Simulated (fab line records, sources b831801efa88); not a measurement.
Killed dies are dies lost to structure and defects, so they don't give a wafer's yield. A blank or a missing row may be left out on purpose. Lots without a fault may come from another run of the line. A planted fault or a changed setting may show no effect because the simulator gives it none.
fab line records | flow gf180mcu
record lots=5 wafers=15 last_day=34
route steps=602 shown M5@533 V5@540
lots that met no fault: from a run of the same line without faults
start_h: hours from the record's first day to the start of the lot's first wafer shown | wait_h: hours since the lot's step before | " the same as in the row above | L1.1+2: a row that stands for several wafers | - no value, or no start given | * or withheld: withheld | < > ~ a bound
route shown NAME@n: a module of which the file shows steps, and the number in the route of the first | usual: mean/standard deviation of fault-free wafers | same: alike in all rows | chamber/n: place in a boat | sites: the reading at each site | _std_site: their standard deviation | _edge_site: outer sites' mean less inner sites' | radius_mm: how far each site lies from the wafer's centre | mask NAME#n: copy n | behind: the tool/chamber that last shaped the wafer | hold: why the lot was held/for how many hours/how that ended | device: the transistor (n, p or np) that didn't switch | end of line: the same wafers' tests at the end of the route | a step without rows: its recipe alone | killed: dies lost to structure and defects at the first sort, not the wafer's yield | map: a wafer's dies, x killed, . not, _ none there
set.NAME: the setting as run; set.NAME@STEP: as run at that earlier step | model.NAME: the simulator's own value behind a step, which no gauge read
lots at some steps of the route; a table a step, a row a wafer
services: from which hour (start_h, from the record's first day; less than 0 if before it) a tool's chamber was out of use, for how many hours, and why
## steps
# step GF_M5_CD_MEAS_07
# recipe target_cd_nm=280
# usual cd_nm=279.8/1.1
# columns lot.wafer tool chamber start_h wait_h cd_nm
L076.1 cd_sem-02 - 624.33 0.1 280.5
L076.2 " - " " 281.0
L076.3 " - " " 280.7
L077.1 cd_sem-02 - 641.51 0.1 278.9
L077.4 " - " " 279.4
L077.6 " - " " 279.7
L082.2 cd_sem-02 - 677.87 0.2 278.5
L082.4 " - " " 278.7
L082.6 " - " " 279.3
L089.1 cd_sem-02 - 722.80 0.1 281.6
L089.2 " - " " 281.7
L089.6 " - " " 281.7
L096.1 cd_sem-02 - 762.25 0.1 279.5
L096.2 " - " " 280.3
L096.3 " - " " 279.4
# step GF_M5_OVL_MEAS_08
# usual M5_OVL=3/5.4
# columns lot.wafer tool chamber start_h wait_h M5_OVL[nm]
L076.1 overlay-02 - 624.45 0.1 11
L076.2 " - " " 12
L076.3 " - " " 8
L077.1 overlay-01 - 641.63 0.1 -6
L077.4 " - " " 3
L077.6 " - " " 8
L082.2 overlay-02 - 677.97 0.1 -1
L082.4 " - " " 0
L082.6 " - " " 3
L089.1 overlay-02 - 722.92 0.1 -3
L089.2 " - " " 1
L089.6 " - " " 3
L096.1 overlay-01 - 762.37 0.1 -6
L096.2 " - " " 1
L096.3 " - " " -2
# step GF_M5_ETCH_09
# recipe chemistry=CF4/O2 target=Si3N4 target_depth_nm=52 source_w=800 bias_w=150 pressure_mtorr=150 cf4_flow_sccm=80 O2_flow_sccm=10 time_s=11.6
# usual bias_w=150.0/0.46 drypump_motor_current_A=5.5/0.46 oes_product_au=1.001/0.0098 throttle_valve_pct=5.971/0.0091
# columns lot.wafer tool chamber start_h wait_h bias_w drypump_motor_current_A oes_product_au rf_hours_counter_h throttle_valve_pct
L076.1 rie_diel-04 0 624.48 0.0 149.3 5.5 1.003 40 5.984
L076.2 " 2 " " 150.8 6.1 0.994 6 5.967
L076.3 " 3 " " 150.9 6.2 1.001 1 5.979
L077.1 rie_diel-01 3 641.66 0.0 150.0 4.8 0.996 0 5.955
L077.4 " 2 " " 150.2 5.0 1.001 20 5.974
L077.6 " 0 " " 150.3 5.2 0.989 - 5.971
L082.2 rie_diel-03 2 678.00 0.0 149.6 6.0 0.997 20 5.969
L082.4 " 3 " " 150.1 5.7 0.997 19 5.968
L082.6 " 0 " " 149.5 5.7 1.003 - 5.985
L089.1 rie_diel-04 1 722.96 0.0 149.6 4.9 1.012 51 5.976
L089.2 " 3 " " 150.3 6.2 1.001 5 5.977
L089.6 " 0 " " 149.8 5.6 1.002 - 5.957
L096.1 rie_diel-04 1 762.41 0.0 150.5 5.0 1.005 0 5.979
L096.2 " 2 " " 150.1 6.1 0.987 12 5.962
L096.3 " 3 " " 149.8 6.1 0.993 7 5.970
# step GF_M5_METAL_ETCH_10
# recipe chemistry=Cl2/BCl3 mask_material=KrF target_depth_nm=750.8 stop_on=SiO2 pressure_mtorr=8 icp_w=800 bias_w=140 Cl2_flow_sccm=80 bcl3_flow_sccm=40 time_s=125.1
# usual bias_w=139.9/0.43 drypump_motor_current_A=5.6/0.4 he_backside_leak_sccm=3.44/0.21 oes_product_au=0.990/0.0062 throttle_valve_pct=28.230/0.011
# columns lot.wafer tool chamber start_h wait_h bias_w drypump_motor_current_A he_backside_leak_sccm oes_product_au rf_hours_counter_h throttle_valve_pct
L076.1 rie_metal-04 0 624.51 0.0 140.1 6.2 3.60 0.988 3 28.235
L076.2 " 1 " " 139.6 5.2 3.28 0.986 13 28.242
L076.3 " 1 " " 139.8 5.2 3.23 0.991 - 28.226
L077.1 rie_metal-02 0 641.68 0.0 139.3 5.2 3.46 0.993 9 28.219
L077.4 " 1 " " 140.0 6.0 3.37 0.990 - 28.218
L077.6 " 1 " " 139.7 6.0 3.49 0.999 - 28.227
L082.2 rie_metal-04 1 678.03 0.0 139.6 5.3 3.25 0.995 1 28.224
L082.4 " 1 " " 139.6 5.3 3.27 1.003 - 28.211
L082.6 " 1 " " 140.0 5.2 3.19 0.996 - 28.210
L089.1 rie_metal-02 0 722.98 0.0 140.5 5.1 3.68 0.981 13 28.235
L089.2 " 1 " " 140.3 6.0 3.30 1.000 10 28.221
L089.6 " 1 " " 140.7 6.0 3.45 0.993 - 28.222
L096.1 rie_metal-01 1 762.43 0.0 140.0 5.5 3.39 0.977 1 28.243
L096.2 " 0 " " 140.1 5.9 3.51 0.982 10 28.222
L096.3 " 1 " " 140.1 5.5 3.48 0.985 - 28.241
# step GF_M5_STRIP_11
# recipe chemistry=O2/N2 power_w=1400 pressure_mtorr=1500 platen_temp_c=250 o2_flow_sccm=3000 n2_flow_sccm=300 overash_fraction=0.5
# usual drypump_motor_current_A=5.68/0.15 heater_power_w=347/26 oes_product_au=0.523/0.0057 strip_time_to_endpoint_s=7.04/0.064
# columns lot.wafer tool chamber start_h wait_h drypump_motor_current_A heater_power_w oes_product_au rf_hours_counter_h strip_time_to_endpoint_s
L076.1 plasma_asher-02 1 624.64 0.1 5.88 329 0.518 55 7.02
L076.2 " 0 " " 5.67 310 0.516 55 6.92
L076.3 " 1 " " 5.88 329 0.513 - 6.92
L077.1 plasma_asher-04 0 641.81 0.1 5.68 363 0.517 82 6.94
L077.4 " 1 " " 5.19 317 0.523 - 6.96
L077.6 " 0 " " 5.70 364 0.522 - 6.95
L082.2 plasma_asher-02 0 678.16 0.1 5.67 316 0.522 62 7.00
L082.4 " 0 " " 5.66 323 0.514 - 7.03
L082.6 " 0 " " 5.67 309 0.513 - 6.99
L089.1 plasma_asher-02 1 723.11 0.1 5.86 332 0.529 67 7.07
L089.2 " 0 " " 5.67 309 0.517 67 6.96
L089.6 " 1 " " 5.90 332 0.522 - 7.03
L096.1 plasma_asher-04 1 762.61 0.1 5.19 330 0.529 96 7.17
L096.2 " 0 " " 5.71 356 0.523 96 7.07
L096.3 " 0 " " 5.70 358 0.535 - 7.18
# step GF_M5_STRIP_12
# recipe chemistry=post_etch_residue_remover time_s=1200 temp_c=72.5
# columns lot.wafer tool chamber start_h wait_h
L076.1+2+3 wet_bench-01 2 624.74 0.1
L077.1+4+6 wet_bench-01 0 641.91 0.1
L082.2+4+6 wet_bench-02 0 678.26 0.1
L089.1+2+6 wet_bench-01 2 723.21 0.1
L096.1+2+3 wet_bench-01 1 762.71 0.1
# step GF_M5_CLEAN_13
# recipe chemistry=DIW dry=n2_spin
# columns lot.wafer tool chamber start_h wait_h
L076.1+2+3 wet_bench-02 1 625.08 0.0
L077.1+4+6 wet_bench-04 2 642.26 0.0
L082.2+4+6 wet_bench-04 0 678.60 0.0
L089.1+2+6 wet_bench-04 3 723.55 0.0
L096.1+2+3 wet_bench-04 1 763.05 0.0
# step GF_V5_CVD_00
# recipe material=SiO2 target_thk_nm=300 sigma_open_frac=0.3 temp_c=400 time_s=50 sih4_flow_sccm=60 pressure_mtorr=6
# columns lot.wafer tool chamber start_h wait_h
L076.1+2+3 hdpcvd-02 2,0,1 625.17 0.0
L077.1+4+6 hdpcvd-02 1,1,2 642.36 0.0
L082.2+4+6 hdpcvd-02 2,0,1 678.69 0.0
L089.1+2+6 hdpcvd-01 0,1,2 723.65 0.0
L096.1+2+3 hdpcvd-02 2,0,1 763.14 0.0
# step GF_V5_THK_MEAS_01
# recipe reads=SiO2_of_V5_CVD_00
# usual V5_CVD_00_THK=300.9/2.7
# columns lot.wafer tool chamber start_h wait_h V5_CVD_00_THK[nm]
L076.1 film_metro-03 - 625.21 0.0 296.3
L076.2 " - " " 297.7
L076.3 " - " " 297.1
L077.1 film_metro-01 - 642.40 0.0 300.1
L077.4 " - " " 298.5
L077.6 " - " " 298.3
L082.2 film_metro-02 - 678.74 0.0 301.2
L082.4 " - " " 303.4
L082.6 " - " " 299.9
L089.1 film_metro-01 - 723.69 0.0 301.8
L089.2 " - " " 296.3
L089.6 " - " " 301.4
L096.1 film_metro-02 - 763.18 0.0 297.8
L096.2 " - " " 299.4
L096.3 " - " " 299.5
# step GF_V5_CVD_02
# recipe material=SiO2 target_thk_nm=1450 precursor=TEOS temp_c=400 time_s=163.28 rf_w=600
# usual heater_power_w=651/100
# columns lot.wafer tool chamber start_h wait_h heater_power_w
L076.1 pecvd-04 2 625.27 0.1 537
L076.2 " 1 " " 789
L076.3 " 0 " " 599
L077.1 pecvd-01 0 642.46 0.1 635
L077.4 " 1 " " 690
L077.6 " 0 " " 690
L082.2 pecvd-01 2 678.79 0.0 696
L082.4 " 0 " " 719
L082.6 " 2 " " 592
L089.1 pecvd-01 1 723.75 0.1 827
L089.2 " 0 " " 706
L089.6 " 0 " " 564
L096.1 pecvd-02 0 763.24 0.1 732
L096.2 " 2 " " 563
L096.3 " 1 " " 543
# step GF_V5_THK_MEAS_03
# recipe reads=SiO2_of_V5_CVD_02
# usual V5_CVD_02_THK=1454/23
# columns lot.wafer tool chamber start_h wait_h V5_CVD_02_THK[nm]
L076.1 film_metro-01 - 625.38 0.1 1486
L076.2 " - " " 1470
L076.3 " - " " 1459
L077.1 film_metro-01 - 642.57 0.1 1437
L077.4 " - " " 1473
L077.6 " - " " 1479
L082.2 film_metro-03 - 678.91 0.1 1435
L082.4 " - " " 1461
L082.6 " - " " 1465
L089.1 film_metro-02 - 723.86 0.1 1421
L089.2 " - " " 1438
L089.6 " - " " 1453
L096.1 film_metro-03 - 763.35 0.1 1423
L096.2 " - " " 1433
L096.3 " - " " 1422
# step GF_V5_CMP_04
# recipe material=SiO2 down_force_psi=4 platen_rpm=60 pad_velocity_m_s=0.94248
# usual motor_current_A=11.3/0.99 slurry_flow_ml_min=150.0/0.51
# columns lot.wafer tool chamber start_h wait_h motor_current_A slurry_flow_ml_min
L076.3 cmp-02 2 625.44 0.0 10.2 150.2
L076.2 " 3 " " 11.0 149.9
L076.1 " 0 " " 9.9 149.9
L077.1 cmp-02 1 642.73 0.1 11.3 150.1
L077.4 " 2 " " 10.2 151.1
L077.6 " 3 " " 11.9 149.5
L082.4 cmp-01 3 679.01 0.1 12.4 150.6
L082.2 " 0 " " 12.2 149.1
L082.6 " 2 " " 10.3 150.1
L089.1 cmp-01 2 723.97 0.1 10.7 149.7
L089.2 " 3 " " 12.3 149.9
L089.6 " 1 " " 13.1 149.4
L096.3 cmp-01 2 763.46 0.1 11.4 150.2
L096.1 " 3 " " 12.5 150.1
L096.2 " 0 " " 11.8 149.9
# step GF_V5_BOW_MEAS_05
# recipe mode=bow
# usual V5_BOW=133/10
# columns lot.wafer tool chamber start_h wait_h V5_BOW[um]
L076.1 film_metro-01 - 625.74 0.1 131
L076.2 " - " " 136
L076.3 " - " " 127
L077.1 film_metro-01 - 642.93 0.1 137
L077.4 " - " " 138
L077.6 " - " " 138
L082.2 film_metro-02 - 679.30 0.2 141
L082.4 " - " " 125
L082.6 " - " " 120
L089.1 film_metro-01 - 724.22 0.2 127
L089.2 " - " " 131
L089.6 " - " " 138
L096.1 film_metro-02 - 763.71 0.1 141
L096.2 " - " " 127
L096.3 " - " " 126
# step GF_V5_DEHYDRATE_06
# recipe temp_c=200 time_s=60
# usual chill_plate_temp_C=23.00/0.11
# columns lot.wafer tool chamber start_h wait_h chill_plate_temp_C
L076.1 litho_track-02 0 635.71 9.9 23.05
L076.2 " 0 " " 23.24
L076.3 " 0 " " 23.01
L077.1 litho_track-02 0 652.11 9.2 22.96
L077.4 " 0 " " 23.15
L077.6 " 0 " " 23.09
L082.2 litho_track-01 0 688.39 9.1 22.77
L082.4 " 0 " " 22.89
L082.6 " 0 " " 22.82
L089.1 litho_track-04 0 732.45 8.2 22.89
L089.2 " 0 " " 23.05
L089.6 " 0 " " 22.94
L096.1 litho_track-04 0 771.25 7.5 23.16
L096.2 " 0 " " 23.10
L096.3 " 0 " " 23.24
# step GF_V5_HMDS_07
# recipe prime_time_s=60 prime_temp_c=120
# usual chill_plate_temp_C=22.99/0.097
# columns lot.wafer tool chamber start_h wait_h chill_plate_temp_C
L076.1 litho_track-02 0 635.86 0.1 23.04
L076.2 " 0 " " 23.18
L076.3 " 0 " " 22.98
L077.1 litho_track-02 0 652.26 0.1 23.02
L077.4 " 0 " " 22.87
L077.6 " 0 " " 22.81
L082.2 litho_track-01 0 688.54 0.1 22.99
L082.4 " 0 " " 22.98
L082.6 " 0 " " 23.08
L089.1 litho_track-04 0 732.60 0.1 23.00
L089.2 " 0 " " 22.85
L089.6 " 0 " " 22.93
L096.1 litho_track-04 0 771.40 0.1 23.17
L096.2 " 0 " " 23.13
L096.3 " 0 " " 23.01
# step GF_V5_COAT_08
# recipe resist=BARC temp_c=withheld time_s=withheld spin_rpm=withheld resist_thk_nm=withheld
# usual chill_plate_temp_C=*
# columns lot.wafer tool chamber start_h wait_h chill_plate_temp_C
L076.1 litho_track-02 0 636.01 0.1 *
L076.2 " 0 " " *
L076.3 " 0 " " *
L077.1 litho_track-02 0 652.41 0.1 *
L077.4 " 0 " " *
L077.6 " 0 " " *
L082.2 litho_track-01 0 688.69 0.1 *
L082.4 " 0 " " *
L082.6 " 0 " " *
L089.1 litho_track-04 0 732.75 0.1 *
L089.2 " 0 " " *
L089.6 " 0 " " *
L096.1 litho_track-04 0 771.55 0.1 *
L096.2 " 0 " " *
L096.3 " 0 " " *
# step GF_V5_COAT_09
# recipe resist=KrF spin_rpm=withheld resist_thk_nm=1000
# usual chill_plate_temp_C=23.00/0.091
# columns lot.wafer tool chamber start_h wait_h chill_plate_temp_C
L076.1 litho_track-02 0 - - 22.93
L076.2 " 0 " " 23.09
L076.3 " 0 " " 22.90
L077.1 litho_track-02 0 - - 22.92
L077.4 " 0 " " 22.96
L077.6 " 0 " " 23.08
L082.2 litho_track-01 0 - - 22.97
L082.4 " 0 " " 22.88
L082.6 " 0 " " 23.03
L089.1 litho_track-04 0 - - 22.95
L089.2 " 0 " " 22.94
L089.6 " 0 " " 23.00
L096.1 litho_track-04 0 - - 23.00
L096.2 " 0 " " 23.06
L096.3 " 0 " " 23.04
# step GF_V5_SOFTBAKE_10
# recipe temp_c=130 time_s=60 resist=KrF
# usual chill_plate_temp_C=22.98/0.1
# columns lot.wafer tool chamber start_h wait_h chill_plate_temp_C
L076.1 litho_track-02 0 - - 23.04
L076.2 " 0 " " 23.26
L076.3 " 0 " " 23.18
L077.1 litho_track-02 0 - - 23.05
L077.4 " 0 " " 23.15
L077.6 " 0 " " 23.08
L082.2 litho_track-01 0 - - 22.91
L082.4 " 0 " " 22.96
L082.6 " 0 " " 23.00
L089.1 litho_track-04 0 - - 23.08
L089.2 " 0 " " 23.00
L089.6 " 0 " " 23.04
L096.1 litho_track-04 0 - - 23.02
L096.2 " 0 " " 23.04
L096.3 " 0 " " 22.99
## services
# columns tool chamber start_h hours kind
hdpcvd-02 2 601.67 7.2 repair
pecvd-01 - 605.91 2.9 repair
rie_diel-01 - 607.74 3.3 repair
cmp-01 - 609.24 13.1 pm
plasma_asher-04 - 610.39 14.6 pm
pecvd-02 0 614.92 4.6 repair
rie_diel-04 0 616.51 6.1 repair
wet_bench-04 - 619.37 0.5 repair
rie_metal-01 - 631.51 14.6 pm
wet_bench-04 - 632.14 0.6 repair
rie_diel-03 1 640.99 3.8 repair
hdpcvd-02 2 648.67 3.6 repair
plasma_asher-04 - 649.68 1.1 repair
rie_diel-03 3 660.58 13.5 repair
pecvd-01 - 665.70 0.8 repair
rie_diel-04 - 677.58 0.5 repair
wet_bench-01 - 681.68 1.9 repair
hdpcvd-02 0 737.08 8.4 repair
rie_diel-04 - 738.11 1.0 repair
wet_bench-02 - 741.21 0.9 repair
cmp-01 - 741.64 2.1 repair
cmp-02 - 744.22 4.0 pm
rie_metal-02 - 757.85 0.7 repair
rie_metal-04 1 764.90 4.6 repair
## key
fault none
